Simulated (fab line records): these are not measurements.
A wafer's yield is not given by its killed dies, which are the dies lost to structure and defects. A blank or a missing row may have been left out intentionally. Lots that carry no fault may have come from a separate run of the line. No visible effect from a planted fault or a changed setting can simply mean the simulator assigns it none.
Which tool was responsible? | flow sky130 | 7 lots (21 wafers sampled), 1 step of a 708-step route

## WHAT THE GAUGES READ, wafer by wafer
SKY_VIA1_CD_MEAS_12: the cd target is 150 nm.
lot  | measured     | on        | cd-nm (nm)
L210 | day 35 09:27 | cd-sem-02 | 149.5 150.7 148.7
L213 | day 35 21:20 | cd-sem-01 | 151.4 153.1 151.7
L216 | day 36 21:15 | cd-sem-01 | 149.2 148.9 149.2
L218 | day 37 08:14 | cd-sem-01 | 146.7 147.3 148.4
L222 | day 39 02:09 | cd-sem-01 | 153.3 153.6 151.9
L226 | day 39 14:51 | cd-sem-02 | 150.5 151.9 152.3
L232 | day 41 13:16 | cd-sem-02 | 150.0 148.3 149.1

## TOOL THAT RAN EACH LOT (tool first, then ch and the chambers of the sampled wafers, then the start)
The record shows no process step preceding these readings.

## THE ANSWER, worked out from the rows above alone
Rule: the lots themselves supply what counts as usual. Put in order of their means at a reading, lots are off if they are a third of the lots or fewer, leave a main group of 4 or more, and stand apart from it by a gap of 3 or more times the standard deviation of the main group's means; of several such gaps the widest counts. A main group whose means are all the same, to the digits that the tables above print for the reading, isn't used. Also off: a lot with no number at a reading for which 4 or more lots have one. The other lots that the step has rows for count as sound.
Nothing can be told from this: no lot is off at any reading shown.

## WHAT WAS PUT IN BY THE SIMULATOR
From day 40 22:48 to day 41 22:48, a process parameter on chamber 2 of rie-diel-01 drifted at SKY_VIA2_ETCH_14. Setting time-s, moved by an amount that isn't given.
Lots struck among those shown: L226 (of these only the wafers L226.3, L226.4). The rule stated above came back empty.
